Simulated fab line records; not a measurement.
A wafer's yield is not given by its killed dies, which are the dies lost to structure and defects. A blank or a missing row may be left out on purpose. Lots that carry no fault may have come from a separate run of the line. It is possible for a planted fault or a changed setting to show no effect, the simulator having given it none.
Which tool is to blame? || flow sky130 || at 1 step of a route of 708, 7 lots with 21 wafers sampled

WHAT THE GAUGES READ, wafer by wafer
SKY_RES_PROTECT_TW_MEAS_08.
{"lot": "L187", "measured": "day 15 11:23", "on": "film metro-01", "POLY_GATE_TW": "4016 4052 4044"}
{"lot": "L189", "measured": "day 16 12:44", "on": "film metro-03", "POLY_GATE_TW": "4121 4116 4110"}
{"lot": "L191", "measured": "day 17 05:47", "on": "film metro-04", "POLY_GATE_TW": "3967 3982 3965"}
{"lot": "L192", "measured": "day 18 14:38", "on": "film metro-03", "POLY_GATE_TW": "4108 4109 4107"}
{"lot": "L199", "measured": "day 20 03:11", "on": "film metro-01", "POLY_GATE_TW": "3983 4031 4025"}
{"lot": "L204", "measured": "day 21 23:15", "on": "film metro-01", "POLY_GATE_TW": "4040 4018 4022"}
{"lot": "L207", "measured": "day 22 18:00", "on": "film metro-04", "POLY_GATE_TW": "3981 3984 3984"}

WHAT TOOL EACH LOT RAN ON (gives the tool, then ch and the chambers of the sampled wafers, and finally the start)
Record: no process step prior to these readings.

THE ANSWER, worked out from the rows above alone
Rule: usual is defined by the lots themselves. The widest of any qualifying gaps counts: lots, ordered by their means at a reading, are off when they make up no more than a third of the lots, leave a main group of 4 or more, and stand apart from it by 3 or more times the standard deviation of that group's means. The tables above print the reading to a certain number of digits; a main group whose means all agree to those digits is not used. Also off: a lot with no number at a reading for which 4 or more lots have one. All remaining lots with rows at the step are treated as sound.
Across all readings shown, no lot is off: no conclusion can be drawn from this.

WHAT THE SIMULATOR PUT IN
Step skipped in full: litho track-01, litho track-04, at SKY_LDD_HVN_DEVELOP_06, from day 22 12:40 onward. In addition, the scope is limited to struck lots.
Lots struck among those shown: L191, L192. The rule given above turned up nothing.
